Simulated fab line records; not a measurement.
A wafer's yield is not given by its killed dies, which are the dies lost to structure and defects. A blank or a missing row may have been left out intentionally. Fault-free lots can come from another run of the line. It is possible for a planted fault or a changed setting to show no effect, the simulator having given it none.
A lot that was struck, set against a sound lot | flow gf180mcu | 17 steps out of a route of 602
Sound: wafers L760.4, L760.5, L760.6. Struck: wafer L757.2 (L757.3, L757.6, from the same lot, were not struck and are left out); the cause is given at the end.
Each step with rows lists, per side, the tool, then ch with its chambers, then its first start. Under that, the readings that differ: sound wafers | struck wafers | difference of the means | sigmas: that difference in standard deviations of wafers without a fault.
alike: readings whose means differ by less than 2 such deviations, and words and numbers that are the same on both sides. not compared: withheld readings, readings that some wafer has no value for, bounds like >300 that may hide the same value, and numbers for which the record gives no deviation and whose values overlap.
The two part at a step that has a row with sigmas, a row that says differs or no value, or rows on one side only. Numbers that don't overlap but have no deviation are shown without sigmas and don't part them. A reading that every wafer of one side lacks parts them only if that side has two wafers or more.

GF_SAB_STRIP_13: strips in O2/N2.
  sound on plasma asher-03 ch 0,1, day 21 01:14; struck on plasma asher-02 ch 0, day 20 05:37
  reading                      | sound             | struck | difference                   | sigmas
  o2 flow sccm (sccm)          | 3015 2999 3018    | 2987   | -24                          | -3
  rf hours counter h (h)       | - - -             | 3      | no value on the sound wafers |
  strip time to endpoint s (s) | 12.57 12.60 12.56 | 12.65  | +0.07                        | +2
  alike: drypump motor current A, heater power w, oes product au
then, 2 steps without rows for these wafers: GF_SALICIDE_CLEAN_00 (cleans in SC1/SC2, time 150 s); GF_SALICIDE_WET_ETCH_01 (etches SiO2 in dHF, target depth 5 nm, time 100 s).
GF_SALICIDE_SPUTTER_02: material Co, target thk 10 nm, time 20 s.
  sound on pvd sputter-01, day 21 01:24; struck on pvd sputter-01, day 20 05:48
  alike: throttle valve pct
GF_SALICIDE_SPUTTER_03: material TiN, target thk 20 nm, time 16.7 s.
  sound on pvd sputter-01, day 21 01:25; struck on pvd sputter-01, day 20 05:50
  alike: throttle valve pct
GF_SALICIDE_RS_MEAS_04: the measuring method here is four-point-probe.
  sound on film metro-02, day 21 01:31; struck on film metro-04, day 20 05:52
  reading                  | sound             | struck | difference | sigmas
  SALICIDE_TIN_RS (ohm/sq) | 15.78 15.96 15.88 | 16.44  | +0.57      | +2
GF_SALICIDE_THK_MEAS_05: measures by xrf.
  sound on film metro-02, day 21 01:36; struck on film metro-04, day 20 05:59
  reading               | sound             | struck | difference | sigmas
  SALICIDE_TIN_THK (nm) | 20.77 20.92 20.78 | 20.19  | -0.63      | -2
GF_SALICIDE_RTA_06: time 30 s.
  sound on rtp anneal-02 ch 0, day 21 01:41; struck on rtp anneal-02 ch 0, day 20 06:03
  alike: lamp power pct, wafer_temp_C_max
then, 1 step without rows for these wafers: GF_SALICIDE_WET_ETCH_07 (etches the open film in SPM, target depth 120 nm).
GF_SALICIDE_RTA_08: time 30 s.
  sound on rtp anneal-01 ch 0, day 21 01:52; struck on rtp anneal-01 ch 0, day 20 06:14
  alike: lamp power pct, wafer_temp_C_max
then, 1 step without rows for these wafers: GF_CONTACT_CVD_00 (deposits SiO2, target thk 300 nm, time 50 s).
GF_CONTACT_THK_MEAS_01:
  sound on film metro-01, day 21 02:00; struck on film metro-02, day 20 06:23
  alike: CONTACT_CVD_00_THK
GF_CONTACT_CVD_02: deposits SiO2 from TEOS, target thk 860 nm, time 95.992 s.
  sound on pecvd-04 ch 0,1,2, day 21 02:04; struck on pecvd-02 ch 0, day 20 06:26
  reading                                  | sound           | struck | difference | sigmas
  model.SiO2_of_CONTACT_CVD_02.thk nm (nm) | 854.8 848 864.2 | 1208   | +352       |
  alike: heater power w, rf fwd power W
GF_CONTACT_THK_MEAS_03:
  sound on film metro-02, day 21 02:08; struck on film metro-04, day 20 06:32
  reading                 | sound       | struck | difference | sigmas
  CONTACT_CVD_02_THK (nm) | 854 848 865 | 1208   | +352       | +35
GF_CONTACT_CMP_04: polishes SiO2.
  sound on cmp-01 ch 0,1, day 21 02:13; struck on cmp-02 ch 1, day 20 06:38
  reading                | sound          | struck | difference | sigmas
  motor current A (A)    | 14.5 11.7 14.3 | 10.2   | -3.3       | -2
  time to endpoint s (s) | 110 109 113    | 244    | +133       | +28
GF_CONTACT_BOW_MEAS_05:
  sound on film metro-02, day 21 02:31; struck on film metro-04, day 20 06:55
  alike: CONTACT_BOW
-- the record jumps here: 13 days lie between the struck wafers' starts before and after (it left off in module CONTACT and takes up again in module PASSIVATION, whose first step shown is number 602 of the route) --
GF_PASSIVATION_PROBE_99:
  the record has rows for the struck wafers here (prober-01, day 33 00:30) and none for the sound ones

== WHERE THEY PART ==
Earliest at GF_SAB_STRIP_13; latest, in this record, at GF_PASSIVATION_PROBE_99.

WHY: what had been put in by the simulator
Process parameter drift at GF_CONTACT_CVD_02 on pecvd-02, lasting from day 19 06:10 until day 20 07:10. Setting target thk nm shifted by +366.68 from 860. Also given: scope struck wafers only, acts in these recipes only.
